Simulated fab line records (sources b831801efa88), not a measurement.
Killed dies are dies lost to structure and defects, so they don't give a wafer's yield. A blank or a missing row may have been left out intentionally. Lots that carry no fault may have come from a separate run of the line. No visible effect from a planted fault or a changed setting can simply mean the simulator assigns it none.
Which tool is to blame? / flow gf180mcu / Sampling: 6 lots, 18 wafers, 3 of 602 route steps

== WHAT THE GAUGES READ, wafer by wafer ==
GF_HV_LDD_TW_MEAS_23.
lot=L648; measured=day 12 04:22; on=film_metro-03; HV_LDD_2_TW=1047 1043 1038
lot=L651; measured=day 13 05:38; on=film_metro-02; HV_LDD_2_TW=1049 1060 1057
lot=L655; measured=day 14 15:47; on=film_metro-02; HV_LDD_2_TW=1054 1060 1059
lot=L658; measured=day 15 16:31; on=film_metro-03; HV_LDD_2_TW=945 941 942
lot=L660; measured=day 16 04:43; on=film_metro-02; HV_LDD_2_TW=1051 1057 1055
lot=L666; measured=day 18 03:53; on=film_metro-03; HV_LDD_2_TW=1041 1045 1038

== WHICH TOOL RAN EACH LOT (tool, then ch and the chambers of the sampled wafers, then the start) ==
lot=L648; GF_MVSD_STRIP_10=plasma_asher-03 ch 0, day 5 14:47; GF_HV_LDD_IMPLANT_21=implanter-01 ch 0, day 12 04:07
lot=L651; GF_MVSD_STRIP_10=plasma_asher-01 ch 0,1, day 6 08:53; GF_HV_LDD_IMPLANT_21=implanter-04 ch 0, day 13 05:23
lot=L655; GF_MVSD_STRIP_10=plasma_asher-03 ch 0,1, day 7 09:58; GF_HV_LDD_IMPLANT_21=implanter-02 ch 0, day 14 15:32
lot=L658; GF_MVSD_STRIP_10=plasma_asher-01 ch 0,1, day 8 02:25; GF_HV_LDD_IMPLANT_21=implanter-02 ch 0, day 15 16:16
lot=L660; GF_MVSD_STRIP_10=plasma_asher-03 ch 0,1, day 8 15:38; GF_HV_LDD_IMPLANT_21=implanter-01 ch 0, day 16 04:28
lot=L666; GF_MVSD_STRIP_10=plasma_asher-01 ch 0,1, day 10 01:50; GF_HV_LDD_IMPLANT_21=implanter-01 ch 0, day 18 03:41
- GF_MVSD_STRIP_10: strips in O2/N2.
- GF_HV_LDD_IMPLANT_21

== THE ANSWER, worked out from the rows above alone ==
Rule: the usual values come from the lots themselves. The widest of any qualifying gaps counts: lots, ordered by their means at a reading, are off when they make up no more than a third of the lots, leave a main group of 4 or more, and stand apart from it by 3 or more times the standard deviation of that group's means. Not used: any main group whose means are identical at the precision the tables above print for the reading. Also off: a lot with no number at a reading for which 4 or more lots have one. Any other lot the step has rows for is counted as sound.
Off: L658, seen at GF_HV_LDD_TW_MEAS_23 (HV_LDD_2_TW). Mean 1050 and standard deviation 6.8 in the main group.
If a tool, at a process step before that reading, ran all the lots that are off and no sound lot after the first of them, it fits. The gauges at GF_HV_LDD_TW_MEAS_23 are tried like those tools. One fits: GF_HV_LDD_IMPLANT_21 on implanter-02. Its last sound lot is L655 (day 14 15:32), its first lot that is off L658 (day 15 16:16): a fault that began between those two fits.

== WHAT WAS PUT IN BY THE SIMULATOR ==
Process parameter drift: implanter-02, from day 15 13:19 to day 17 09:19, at GF_HV_LDD_IMPLANT_21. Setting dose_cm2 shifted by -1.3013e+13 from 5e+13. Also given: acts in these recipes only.
Lots struck among those shown: L658. The rule given above showed the same thing.
